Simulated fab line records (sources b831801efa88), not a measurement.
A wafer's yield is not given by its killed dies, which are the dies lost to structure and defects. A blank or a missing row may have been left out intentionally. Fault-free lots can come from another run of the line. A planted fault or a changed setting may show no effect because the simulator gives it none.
A struck lot beside a sound one    flow gf180mcu    43 out of 602 route steps
Sound: wafers L616.3, L616.5, L616.6. Struck: wafer L619.1 (left out: L619.2, L619.4 of the same lot, which were not struck); the cause appears at the end.
At each step with rows: each side's tool, then ch and its chambers, then its first start. Under that, the readings that differ: sound wafers    struck wafers    difference of the means    sigmas: that difference in standard deviations of wafers without a fault.
alike: a reading whose means differ by less than 2 such deviations, as well as words and numbers matching on both sides. not compared: withheld readings; readings where some wafer has no value; bounds like >300 that might hide an equal value; numbers whose values overlap and for which the record gives no deviation.
A row with sigmas, a row that says differs or no value, or rows on one side alone: a step with any of these is where the two part. Non-overlapping numbers with no deviation appear without sigmas and do not part them. A reading missing from all wafers of one side parts the sides only when that side holds two or more wafers.

GF_V3_CD_MEAS_14: the cd target is 260 nm.
  sound on cd-sem-01, day 24 21:27; struck on cd-sem-02, day 25 22:37
  alike: cd-nm
GF_V3_OVL_MEAS_15:
  sound on overlay-02, day 24 21:32; struck on overlay-01, day 25 22:44
  alike: V3_OVL
GF_V3_ETCH_16: etches BARC in N2/H2.
  sound on rie-diel-03 ch 2,3, day 24 21:34; struck on rie-diel-02 ch 1, day 25 22:46
  alike: drypump-motor-current-A, oes-product-au, throttle-valve-pct
GF_V3_ETCH_17: etches SiO2 in C4F8/O2/Ar, stops on TiN, target depth 635 nm.
  sound: rie-diel-03 ch 2,3; struck: rie-diel-02 ch 1
  alike: oes-product-au
then, 6 steps without rows for these wafers: GF_V3_STRIP_18 (strips in O2/N2); GF_V3_STRIP_19 (strips in post etch residue remover, time 1200 s); GF_V3_CLEAN_20 (cleans in DIW); GF_V3_SPUTTER_21 (material Ti, target thk 15 nm, time 80.02 s); GF_V3_SPUTTER_22 (material TiN, target thk 10 nm, time 40 s); GF_V3_CVD_23 (deposits W, target thk 350 nm, time 104.9 s).
GF_V3_RS_MEAS_24: measures by four-point-probe.
  sound on film-metro-02, day 24 22:49; struck on film-metro-03, day 25 23:59
  alike: V3_W_RS
GF_V3_THK_MEAS_25: measures by xrf.
  sound on film-metro-02, day 24 22:55; struck on film-metro-03, day 26 00:06
  alike: V3_W_THK
GF_V3_CMP_26: polishes, stops on SiO2, t overpolish 15 s, target thk 0 nm.
  sound on cmp-01 ch 1,2,3, day 24 23:20; struck on cmp-02 ch 1, day 26 00:10
  alike: motor-current-A, overpolish-run-s, time-to-endpoint-s
GF_M4_SPUTTER_00: material Ti, target thk 37.5 nm, time 150 s.
  sound on pvd-sputter-03, day 24 23:32; struck on pvd-sputter-04, day 26 00:28
  alike: throttle-valve-pct
then, 2 steps without rows for these wafers: GF_M4_SPUTTER_01 (material TiN, target thk 30 nm, time 25 s); GF_M4_SPUTTER_02 (material AlCu, target thk 450 nm, time 23.9 s).
GF_M4_SPUTTER_03: material Ti, target thk 10 nm, time 6.7 s.
  sound on pvd-sputter-03, day 24 23:41; struck on pvd-sputter-04, day 26 00:37
  alike: throttle-valve-pct
then, 1 step without rows for these wafers: GF_M4_SPUTTER_04 (material TiN, target thk 50 nm, time 41.7 s).
GF_M4_RS_MEAS_05: measures by four-point-probe.
  sound on film-metro-02, day 24 23:47; struck on film-metro-04, day 26 00:41
  alike: M4_ALCU_RS
GF_M4_THK_MEAS_06: measures by xrf.
  sound on film-metro-02, day 24 23:53; struck on film-metro-04, day 26 00:48
  alike: M4_ALCU_THK
then, 7 steps without rows for these wafers: GF_M4_DEHYDRATE_07 (time 60 s); GF_M4_HMDS_08 (prime time 60 s); GF_M4_COAT_09 (resist thk 1000 nm); GF_M4_SOFTBAKE_10 (time 60 s); GF_M4_EXPOSE_11 (exposes mask Metal4, target cd 280 nm); GF_M4_PEB_12 (peb time 90 s); GF_M4_DEVELOP_13 (develop time 60 s).
GF_M4_CD_MEAS_14: the cd target is 280 nm.
  sound on cd-sem-02, day 25 20:28; struck on cd-sem-01, day 26 21:37
  alike: cd-nm
GF_M4_OVL_MEAS_15:
  sound on overlay-01, day 25 20:33; struck on overlay-02, day 26 21:44
  alike: M4_OVL
then, 5 steps without rows for these wafers: GF_M4_METAL_ETCH_16 (etches the open film in Cl2/BCl3, stops on SiO2, target depth 750.8 nm, time 125.1 s); GF_M4_STRIP_17 (strips in O2/N2); GF_M4_STRIP_18 (strips in post etch residue remover, time 1200 s); GF_M4_CLEAN_19 (cleans in DIW); GF_V4_CVD_00 (deposits SiO2, target thk 600 nm, time 100 s).
GF_V4_THK_MEAS_01:
  sound on film-metro-04, day 25 21:28; struck on film-metro-02, day 26 22:32
  alike: V4_CVD_00_THK
GF_V4_CVD_02: deposits SiO2 from TEOS, target thk 850 nm, time 94.851 s.
  sound on pecvd-01 ch 0,1,2, day 25 21:30; struck on pecvd-01 ch 0, day 26 22:35
  alike: heater-power-w
GF_V4_THK_MEAS_03:
  sound on film-metro-02, day 25 21:35; struck on film-metro-01, day 26 22:42
  alike: V4_CVD_02_THK
then, 1 step without rows for these wafers: GF_V4_CMP_04 (polishes SiO2).
GF_V4_BOW_MEAS_05:
  sound on film-metro-04, day 25 21:58; struck on film-metro-04, day 26 23:04
  alike: V4_BOW
then, 3 steps without rows for these wafers: GF_V4_DEHYDRATE_06 (time 60 s); GF_V4_HMDS_07 (prime time 60 s); GF_V4_COAT_08.
-- the record jumps here: 5 days lie between the struck wafers' starts before and after (it left off in module V4 and takes up again in module PASSIVATION, whose first step shown is number 602 of the route) --
GF_PASSIVATION_PROBE_99:
  only the struck wafers here have rows in the record (prober-02, day 32 01:03); the sound ones have none

WHERE THEY PART
Only at GF_PASSIVATION_PROBE_99, as far as this record shows.

WHY: what had been put in by the simulator
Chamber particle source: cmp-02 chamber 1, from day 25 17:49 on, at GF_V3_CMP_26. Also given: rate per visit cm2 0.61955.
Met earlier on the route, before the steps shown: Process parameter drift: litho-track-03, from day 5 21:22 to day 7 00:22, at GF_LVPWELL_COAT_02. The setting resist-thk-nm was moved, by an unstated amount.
